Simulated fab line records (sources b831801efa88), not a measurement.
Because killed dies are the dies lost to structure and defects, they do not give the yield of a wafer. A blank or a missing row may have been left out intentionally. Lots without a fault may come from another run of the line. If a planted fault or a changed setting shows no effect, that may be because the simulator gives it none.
Matching of chambers || flow gf180mcu || GF_V1_ETCH_16 on rie-diel-04: 4 sister chambers
The step etches BARC in N2/H2. 4 wafers are shown with their chamber, then 9 later ones without.

## WAFERS, EACH WITH ITS CHAMBER
{"wafer": "L082.3", "chamber": 1, "drypump-motor-current-A (A)": 4.9}
{"wafer": "L091.1", "chamber": 2, "drypump-motor-current-A (A)": 5.2}
{"wafer": "L091.3", "chamber": 3, "drypump-motor-current-A (A)": 5.5}
{"wafer": "L091.4", "chamber": 0, "drypump-motor-current-A (A)": 6.0}

## WAFERS WITHOUT THEIR CHAMBER
{"wafer": "L092.4", "drypump-motor-current-A (A)": 5.5}
{"wafer": "L092.5", "drypump-motor-current-A (A)": 4.9}
{"wafer": "L092.6", "drypump-motor-current-A (A)": 5.2}
{"wafer": "L096.1", "drypump-motor-current-A (A)": 5.5}
{"wafer": "L096.2", "drypump-motor-current-A (A)": 5.9}
{"wafer": "L096.5", "drypump-motor-current-A (A)": 5.2}
{"wafer": "L097.1", "drypump-motor-current-A (A)": 5.9}
{"wafer": "L097.3", "drypump-motor-current-A (A)": 5.2}
{"wafer": "L097.6", "drypump-motor-current-A (A)": 5.9}

## THE CHAMBER EACH PASSED THROUGH
{"wafer": "L092.4", "from the rows above": 3, "in truth": 3}
{"wafer": "L092.5", "from the rows above": 1, "in truth": 1}
{"wafer": "L092.6", "from the rows above": 2, "in truth": 2}
{"wafer": "L096.1", "from the rows above": 3, "in truth": 3}
{"wafer": "L096.2", "from the rows above": 0, "in truth": 0}
{"wafer": "L096.5", "from the rows above": 2, "in truth": 2}
{"wafer": "L097.1", "from the rows above": 0, "in truth": 0}
{"wafer": "L097.3", "from the rows above": 2, "in truth": 2}
{"wafer": "L097.6", "from the rows above": 0, "in truth": 0}
Placed correctly: 9 of 9. Left unplaced by these rows: 0. 0 placed wrongly.
How it was worked out, from the rows above alone: a wafer's distance from a chamber is the root of the sum, over the readings, of the square of ((its reading less the chamber's mean) divided by the reading's scatter). The wafer belongs to the nearest chamber; if the next one is less than 2 further off, it can't be placed. For every chamber, the mean is computed from those of its wafers that are shown. The scatter (one wafer shown for each chamber): square how far every hidden wafer sits from the nearest shown wafer, average those squares and take the square root.
